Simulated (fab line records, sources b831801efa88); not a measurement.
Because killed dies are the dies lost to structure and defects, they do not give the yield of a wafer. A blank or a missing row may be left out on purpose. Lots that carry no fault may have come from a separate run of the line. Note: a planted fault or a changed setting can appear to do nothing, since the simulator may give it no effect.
One fault through the eyes of 2 desks :: flow gf180mcu :: each desk holds nothing but its own numbers, with what lay behind them at the end

AT THE TOOL OWNER'S DESK: litho_track-02
The tool's own readings at GF_M2_DEVELOP_13 (develop time 60 s): means of the sampled wafers that have a number, for each lot that ran on this tool. A lot is out of limits, marked OUT, if its mean lies more than 4 standard deviations from the usual mean; the brackets give that distance.
Columns: A = developer_temp_C at GF_M2_DEVELOP_13, usual 21.00 C
lot: L740
first seen here: day 19 06:22
A: 20.95

lot: L748
first seen here: day 22 13:16
A: 20.96

lot: L749
first seen here: day 22 20:37
A: 21.06

lot: L751
first seen here: day 23 18:43
A: 20.98

lot: L752
first seen here: day 24 01:52
A: 20.93

lot: L754
first seen here: day 24 16:04
A: 20.16 (-8.4) OUT

lot: L755
first seen here: day 25 02:31
A: 20.18 (-8.2) OUT
Finding of this desk: L754, L755 out of limits; the first was L754 at day 24 16:04, on developer_temp_C at GF_M2_DEVELOP_13. L740, L748, L749, L751, L752: within limits.

AT THE METROLOGY DESK
What the gauges read for every lot (on any tool): the sampled wafers with a number, averaged. A lot is out of limits, marked OUT, if its mean lies more than 4 standard deviations from the usual mean; the brackets give that distance.
Columns: A = M2_ALCU_RS at GF_M2_RS_MEAS_05, usual 0.0695 ohm/sq
lot: L740
first seen here: day 18 06:42
A: 0.0702

lot: L741
first seen here: day 19 01:35
A: 0.0690

lot: L742
first seen here: day 19 14:55
A: 0.0688

lot: L743
first seen here: day 19 20:37
A: 0.0695

lot: L744
first seen here: day 20 09:24
A: 0.0695

lot: L747
first seen here: day 21 08:58
A: 0.0689

lot: L748
first seen here: day 21 14:10
A: 0.0691

lot: L749
first seen here: day 21 22:17
A: 0.0689

lot: L751
first seen here: day 22 20:19
A: 0.0692

lot: L752
first seen here: day 23 03:47
A: 0.0685

lot: L754
first seen here: day 23 18:15
A: 0.0706

lot: L755
first seen here: day 24 05:05
A: 0.0707

lot: L760
first seen here: day 25 18:58
A: 0.0707
This desk's verdict: no lot among the 13 shows anything out of limits.

ALL TOGETHER
On L754, L755, at day 24 16:04, an alarm was possible from the tool owner's desk.
At the metrology desk, nothing out of limits was observed.
The metrology desk holds a record of L754, L755, inside its limits.
Of the lots named, all ran GF_M2_DEVELOP_13 on litho_track-02.

WHAT WAS PUT IN BY THE SIMULATOR
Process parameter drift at GF_M2_DEVELOP_13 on litho_track-02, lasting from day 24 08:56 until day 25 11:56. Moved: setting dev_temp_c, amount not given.
Shown lots that were struck: L754, L755.
Time in hours from fault onset to the first out-of-limits reading at each desk: the tool owner's desk, 7.
